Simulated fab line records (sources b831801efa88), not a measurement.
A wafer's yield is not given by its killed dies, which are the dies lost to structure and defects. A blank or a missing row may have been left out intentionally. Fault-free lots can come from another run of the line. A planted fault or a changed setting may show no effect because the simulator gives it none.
Struck lot and sound lot, side by side || flow sky130 || 14 out of 708 route steps
Sound: these wafers, L211.1, L211.3, L211.6. Wafers struck: L210.1, L210.5, L210.6. The cause is given at the end.
At each step with rows: each side's tool, then ch and its chambers, then its first start. Under that, the readings that differ: sound wafers || struck wafers || difference of the means || sigmas: that difference in standard deviations of wafers without a fault.
alike: readings with means less than 2 such deviations apart, plus words and numbers identical on both sides. not compared: withheld readings, readings lacking a value on some wafer, bounds such as >300 that could conceal the same value, and numbers that have no deviation in the record and whose values overlap.
Wherever a step has rows on one side only, a row that says differs or no value, or a row with sigmas, the two part there. When numbers do not overlap yet have no deviation, they are printed without sigmas and do not part them. A reading that every wafer of one side lacks parts them only if that side has two wafers or more.

SKY_VIA3_CD_MEAS_12: the cd target is 200 nm.
  struck on cd sem-01, day 44 10:58; sound on cd sem-01, day 45 07:16
  alike: cd nm
SKY_VIA3_OVL_MEAS_13:
  struck on overlay-01, day 44 11:05; sound on overlay-01, day 45 07:23
  alike: VIA3_OVL
SKY_VIA3_ETCH_14: etches BARC in N2/H2, stops on SiO2, time 45.9 s, target depth 60 nm.
  sound on rie diel-01 ch 0,1, day 45 07:25; struck on rie diel-01 ch 0,2,3, day 44 11:07
{"reading": "oes product au (a.u.)", "sound": "0.854 0.852 0.849", "struck": "0.858 0.870 0.858", "difference": "+0.010", "sigmas": "+2"}
  alike: drypump motor current A, throttle valve pct
  not compared: rf hours counter h
SKY_VIA3_ETCH_15: etches SiO2 in C4F8/O2/Ar, stops on TiN, target depth 507 nm, time 78 s.
  sound on rie diel-01 ch 0,1, day 45 07:28; struck on rie diel-01 ch 0,2,3, day 44 11:10
  alike: oes product au
  not compared: rf hours counter h
SKY_VIA3_STRIP_16: strips in O2/N2.
  sound on plasma asher-01 ch 0,1, day 45 07:31; struck on plasma asher-04 ch 0,1, day 44 11:13
  alike: drypump motor current A, oes product au, strip time to endpoint s
  not compared: rf hours counter h
then, 3 steps without rows for these wafers: SKY_VIA3_STRIP_17 (strips in post etch residue remover, time 1200 s); SKY_VIA3_CLEAN_18 (cleans in IPA, time 180 s); SKY_VIA3_CLEAN_19 (cleans in O3/DIW).
SKY_VIA3_SPUTTER_20: material TiN, target thk 20 nm, time 80 s.
  struck on pvd sputter-01, day 44 11:49; sound on pvd sputter-01, day 45 08:07
  alike: throttle valve pct
SKY_VIA3_CVD_21: deposits W, target thk 390 nm, time 117.31 s.
  sound on cvd w-02 ch 1, day 45 08:11; struck on cvd w-02 ch 0,1, day 44 11:52
  alike: heater power w
SKY_VIA3_RS_MEAS_22: measures by four-point-probe.
  struck on film metro-02, day 44 11:59; sound on film metro-04, day 45 08:18
  alike: VIA3_W_RS
SKY_VIA3_THK_MEAS_23: measures by xrf.
  struck on film metro-02, day 44 12:07; sound on film metro-04, day 45 08:25
  alike: VIA3_W_THK
SKY_VIA3_CMP_24: polishes, stops on SiO2, t overpolish 20 s, target thk 0 nm.
  sound on cmp-01 ch 0,3, day 45 08:32; struck on cmp-02 ch 0,1,3, day 44 12:19
  no value came back on the struck wafers for any of 6 readings (edge zone pressure frac, head pressure psi (psi) and others); on the sound wafers edge zone pressure frac reads 1.005 0.998 1.000
{"reading": "model.W_of_VIA3_CVD_21.thk nm (nm)", "sound": "0 0 0", "struck": "397.1 398.3 390.3", "difference": "+395.2", "sigmas": ""}
{"reading": "model.SiO2_of_VIA3_HDPCVD_00.thk nm (nm)", "sound": "461.2 461.3 461.3", "struck": "463.6 464.1 465.8", "difference": "+3.2", "sigmas": ""}
-- the record jumps here: 5 days lie between the struck wafers' starts before and after (it left off in module VIA3 and takes up again in module PAD_OPEN, whose first step shown is number 708 of the route) --
SKY_PAD_OPEN_PROBE_99:
  struck on prober-01, day 49 20:19; sound on prober-01, day 50 09:59
{"reading": "hold", "sound": "- - -", "struck": "await dispo/3.8h/scrap await dispo/3.8h/scrap await dispo/3.8h/scrap", "difference": "no value on the sound wafers", "sigmas": ""}
{"reading": "defect limited yield (%)", "sound": "83.3 85.2 81.3", "struck": "0 0 0", "difference": -83, "sigmas": -44}
{"reading": "killed_at_M0_to_M3", "sound": "44 38 51", "struck": "447 456 447", "difference": "+406", "sigmas": "+59"}
{"reading": "killed dies", "sound": "82 73 92", "struck": "492 492 492", "difference": "+410", "sigmas": "+45"}
{"reading": "killed on rim", "sound": "19 16 16", "struck": "96 96 96", "difference": "+79", "sigmas": "+23"}
{"reading": "sort_bin_3_pad_short (%)", "sound": "0 1.0 1.4", "struck": "81.1 82.9 81.3", "difference": "+81.0", "sigmas": "+99 or more"}
{"reading": "sort_bin_6_memory (%)", "sound": "7.3 4.5 5.5", "struck": "8.7 8.3 6.9", "difference": "+2.2", "sigmas": "+2"}
{"reading": "sort n pass", "sound": "410 419 400", "struck": "0 0 0", "difference": -410, "sigmas": -45}
{"reading": "sort yield pct (%)", "sound": "83.3 85.2 81.3", "struck": "0 0 0", "difference": -83, "sigmas": -44}
  alike: killed_at_M4_up, killed at contacts, killed at front end, killed at other, killed open, killed short, sort_bin_5_function

== WHERE THEY PART ==
Last at SKY_PAD_OPEN_PROBE_99 as far as this record goes, first at SKY_VIA3_ETCH_14.

WHY: what had been put in by the simulator
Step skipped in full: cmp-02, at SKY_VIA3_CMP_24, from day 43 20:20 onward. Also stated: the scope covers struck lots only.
